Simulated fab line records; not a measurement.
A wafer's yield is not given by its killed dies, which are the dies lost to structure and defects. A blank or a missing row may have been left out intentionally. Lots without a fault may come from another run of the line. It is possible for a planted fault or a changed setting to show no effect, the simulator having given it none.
Problem report in the 8D (eight disciplines) form, filled by code + flow sfqLine + the parts of the form that need people (team, actions taken, sign-off) are left out

1. THE ISSUE
oesProductAu at SFQ_TRILAYER_I7_VIA_ETCH_VIA_ETCH_190 reads a mean of 0.373 a.u. on 6 wafers of 2 lots; wafers without a fault read 0.855 a.u. with a standard deviation of 0.0056. Relative to the usual mean, that is a shift of -86 standard deviations.
The step: etches SiO2 in CHF3, stops on Nb, target depth 260 nm.
First observed at day 89 17:38: wafer L944.1, on rieDiel-03. Wafers with a number at this step in the record: 42, from 14 lots. The rule behind "out" and "out of limits": a value lying over 4 standard deviations away from the usual mean. All remaining wafers that have a number are taken as sound.

2. WHAT THIS IS AND IS NOT
| question                    | is                     | is not                                                                                                         |
|-----------------------------|------------------------|----------------------------------------------------------------------------------------------------------------|
| which readings at this step | oesProductAu           | drypumpMotorCurrentA                                                                                           |
| which lots                  | L944, L945             | L930, L931, L932, L935, L946, L947, L948, L949, L950, L951, L952, L953                                         |
| which wafers of those lots  | all that have a number | -                                                                                                              |
| read on which tools         | rieDiel-02, rieDiel-03 | rieDiel-01                                                                                                     |
| when                        | from day 89 17:38      | up to then (12 sound wafers); but 24 sound wafers of L946, L947, L948, L949, L950, L951, L952, L953 came after |

3. SUSPECTS, AND WHAT RULES EACH OUT
Counting: a tool at any process step up to the reading remains a suspect when it ran all the lots that are out and ran no sound lot after the first of those.
- rieMetal-03 at SFQ_TRILAYER_I5_STRIP_STRIP_148 (strips in O2): ruled out as a lasting fault. Sound lots L946, L948, L951 ran on it after its first lot that is out, L944 (day 74 03:16).
- pecvd-04 at SFQ_TRILAYER_I7_DEP_PECVD_183 (deposits SiO2 from SiH4/N2O, time 111.11 s, target thk 500 nm): ruled out as a lasting fault. Sound lots L947, L948, L950, L953 ran on it after its first lot that is out, L944 (day 86 00:46).
- filmMetro-04 at SFQ_TRILAYER_I7_METRO_MEASURE_185: ruled out as a lasting fault. Sound lots L947, L950 ran on it after its first lot that is out, L944 (day 86 09:24).
Left after counting: nothing in the record.

4. THE CAUSE (what the simulator had put in)
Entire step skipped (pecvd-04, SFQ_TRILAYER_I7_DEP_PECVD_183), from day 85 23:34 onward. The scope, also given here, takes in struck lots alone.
The count ruled it out by mistake, since the rule takes a fault to strike every lot its tool runs from the start of the fault on, and this one did not do so.

5. THE EFFECT CHAIN, in route order
Each row: a reading where the mean over the struck wafers with a number is more than 3 standard deviations away from the usual. Readings are gone through only where the record gives a usual standard deviation; hours: the median, over the lots, of the time from a lot's start at the first step in this table giving one to that lot's start at this step; sigmas: the change measured in usual standard deviations.
| hours | step                                  | reading      | usual      | on struck wafers | change | sigmas |
|-------|---------------------------------------|--------------|------------|------------------|--------|--------|
| 0     | SFQ_TRILAYER_I7_VIA_ETCH_VIA_ETCH_190 | oesProductAu | 0.855 a.u. | 0.373            | -0.482 | -86    |
Process steps it contains:
- SFQ_TRILAYER_I7_VIA_ETCH_VIA_ETCH_190: etches SiO2 in CHF3, stops on Nb, target depth 260 nm.
Readings that are blank on the struck wafers while sound wafers have them: chamberPressureTorr at SFQ_TRILAYER_I7_DEP_PECVD_183; heaterPowerOuterW at SFQ_TRILAYER_I7_DEP_PECVD_183; heaterPowerW at SFQ_TRILAYER_I7_DEP_PECVD_183; throttleValvePct at SFQ_TRILAYER_I7_DEP_PECVD_183; exposureDoseMJCm2 at SFQ_TRILAYER_M8_LITHO_EXPOSE_194; focusOffsetNm at SFQ_TRILAYER_M8_LITHO_EXPOSE_194; reticleTempC at SFQ_TRILAYER_M8_LITHO_EXPOSE_194.

6. WHAT WOULD HAVE CAUGHT IT SOONER
The fault began at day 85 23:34; the first out-of-limits reading in this record came at day 89 17:38, 90 hours later.
At SFQ_TRILAYER_I7_DEP_PECVD_183 the tool's readings are blank on the struck wafers, where sound wafers have them: an empty tool record is the first sign, and it was there at once.
